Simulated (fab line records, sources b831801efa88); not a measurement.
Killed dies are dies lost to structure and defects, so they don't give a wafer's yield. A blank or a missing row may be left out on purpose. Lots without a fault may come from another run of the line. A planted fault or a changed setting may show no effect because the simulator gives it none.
A struck lot beside a sound one | flow sky130 | 35 steps out of a route of 708
Sound: wafers L704.3, L704.5, L704.6. Struck: wafers L701.1, L701.2, L701.5. The cause comes at the end.
At each step with rows: each side's tool, then ch and its chambers, then its first start. Under that, the readings that differ: sound wafers | struck wafers | difference of the means | sigmas: that difference in standard deviations of wafers without a fault.
alike: readings whose means differ by less than 2 such deviations, and words and numbers that are the same on both sides. not compared: withheld readings, readings that some wafer has no value for, bounds like >300 that may hide the same value, and numbers for which the record gives no deviation and whose values overlap.
The two part at a step that has a row with sigmas, a row that says differs or no value, or rows on one side only. Numbers that don't overlap but have no deviation are shown without sigmas and don't part them. A reading that every wafer of one side lacks parts them only if that side has two wafers or more.

first, 10 steps without rows for these wafers: SKY_CONTACT_ETCH_18 (etches Si3N4 in CHF3/O2, stops on TiN, time 39 s, target depth 75 nm); SKY_CONTACT_STRIP_19 (strips in O2/N2); SKY_CONTACT_STRIP_20 (strips in post etch residue remover, time 1200 s); SKY_CONTACT_CLEAN_21 (cleans in IPA, time 180 s); SKY_CONTACT_CLEAN_22 (cleans in O3/DIW); SKY_CONTACT_SPUTTER_23 (material TiN, target thk 20 nm, time 80 s); SKY_CONTACT_CVD_24 (deposits W, target thk 340 nm, time 102.12 s); SKY_CONTACT_CMP_27 (polishes, stops on SiO2, t overpolish 15 s, target thk 0 nm); SKY_METAL1_SPUTTER_00 (material Ti, target thk 15 nm, time 10 s); SKY_METAL1_SPUTTER_01 (material TiN, target thk 20 nm, time 16.7 s).
SKY_METAL1_SPUTTER_02: material AlCu, target thk 250 nm, time 13.3 s.
  sound on pvd_sputter-04, day 37 16:29; struck on pvd_sputter-02, day 36 11:26
  reading                                     | sound           | struck          | difference | sigmas
  model.AlCu_of_METAL1_SPUTTER_02.thk_nm (nm) | 249.2 248 249.6 | 109.9 111 107.4 | -139.5     |
  alike: chamber_pressure_pa, throttle_valve_pct
then, 2 steps without rows for these wafers: SKY_METAL1_SPUTTER_03 (material Ti, target thk 5 nm, time 3.3 s); SKY_METAL1_SPUTTER_04 (material TiN, target thk 70 nm, time 58.3 s).
SKY_METAL1_RS_MEAS_05: measures by four-point-probe.
  sound on film_metro-04, day 37 16:37; struck on film_metro-03, day 36 11:32
  reading                 | sound                | struck               | difference | sigmas
  METAL1_ALCU_RS (ohm/sq) | 0.1274 0.1278 0.1271 | 0.3011 0.2977 0.3086 | +0.1750    | +99 or more
SKY_METAL1_THK_MEAS_06: measures by xrf.
  sound on film_metro-04, day 37 16:43; struck on film_metro-03, day 36 11:39
  reading              | sound       | struck      | difference | sigmas
  METAL1_ALCU_THK (nm) | 249 248 249 | 110 110 106 | -140       | -44
then, 10 steps without rows for these wafers: SKY_METAL1_DEHYDRATE_07 (time 60 s); SKY_METAL1_HMDS_08 (prime time 60 s); SKY_METAL1_COAT_09 (resist thk 60 nm); SKY_METAL1_COAT_10 (resist thk 450 nm); SKY_METAL1_SOFTBAKE_11 (time 90 s); SKY_METAL1_EXPOSE_12 (exposes mask MM1, target cd 140 nm); SKY_METAL1_PEB_13; SKY_METAL1_DEVELOP_14 (develop time 60 s); SKY_METAL1_DESCUM_17 (chemistry O2, time 8 s); SKY_METAL1_ETCH_18 (etches BARC in N2/H2, stops on SiO2, time 45.9 s, target depth 60 nm).
SKY_METAL1_METAL_ETCH_19: etches the open film in Cl2/BCl3, stops on SiO2, target depth 360 nm, time 78 s.
  sound on rie_metal-04 ch 0,1, day 38 18:27; struck on rie_metal-04 ch 0,1, day 37 14:01
  reading               | sound             | struck            | difference | sigmas
  oes_product_au (a.u.) | 0.847 0.855 0.847 | 0.688 0.696 0.688 | -0.159     | -29
  alike: bias_w, drypump_motor_current_A, mfc_cl2_sccm, rf_fwd_power_W, throttle_valve_pct
  not compared: rf_hours_counter_h
then, 6 steps without rows for these wafers: SKY_METAL1_STRIP_20 (strips in O2/N2); SKY_METAL1_STRIP_21 (strips in post etch residue remover, time 1200 s); SKY_METAL1_CLEAN_22 (cleans in IPA, time 180 s); SKY_METAL1_CLEAN_23 (cleans in O3/DIW); SKY_VIA1_HDPCVD_00 (deposits SiO2, target thk 1030 nm, time 171.7 s); SKY_VIA1_CMP_02 (polishes SiO2).
SKY_VIA1_BOW_MEAS_03:
  sound on film_metro-01, day 38 19:37; struck on film_metro-03, day 37 15:10
  reading       | sound    | struck      | difference | sigmas
  VIA1_BOW (um) | 88 78 82 | 108 104 116 | +27        | +4
then, 1 step without rows for these wafers: SKY_VIA1_DEHYDRATE_04 (time 60 s).
-- the record jumps here: 12 days lie between the struck wafers' starts before and after (it left off in module VIA1 and takes up again in module PAD_OPEN, whose first step shown is number 708 of the route) --
SKY_PAD_OPEN_PROBE_99:
  sound on prober-01, day 50 06:13; struck on prober-01, day 49 10:31
  reading                      | sound                | struck               | difference | sigmas
  killed_at_M4_up              | 1 1 1                | 5 7 3                | +4         | +2
  model.etest.met1.line_ohm_um | 0.9367 0.9265 0.8918 | 2.229 2.277 2.254    | +1.335     |
  model.etest.met1.rs_ohm_sq   | 0.1298 0.1295 0.1285 | 0.3041 0.3058 0.3144 | +0.1788    |
  alike: defect_limited_yield, killed_at_M0_to_M3, killed_at_contacts, killed_at_front_end, killed_at_other, killed_dies, killed_open, killed_short, sort_bin_3_pad_short, sort_bin_5_function, sort_bin_6_memory, sort_n_pass, sort_yield_pct
  not compared: model.etest.met1.rs_ohm_sq_rim_less_centre

WHERE THEY PART
First at SKY_METAL1_RS_MEAS_05; last, within this record, at SKY_PAD_OPEN_PROBE_99.

WHY: what the simulator had put in
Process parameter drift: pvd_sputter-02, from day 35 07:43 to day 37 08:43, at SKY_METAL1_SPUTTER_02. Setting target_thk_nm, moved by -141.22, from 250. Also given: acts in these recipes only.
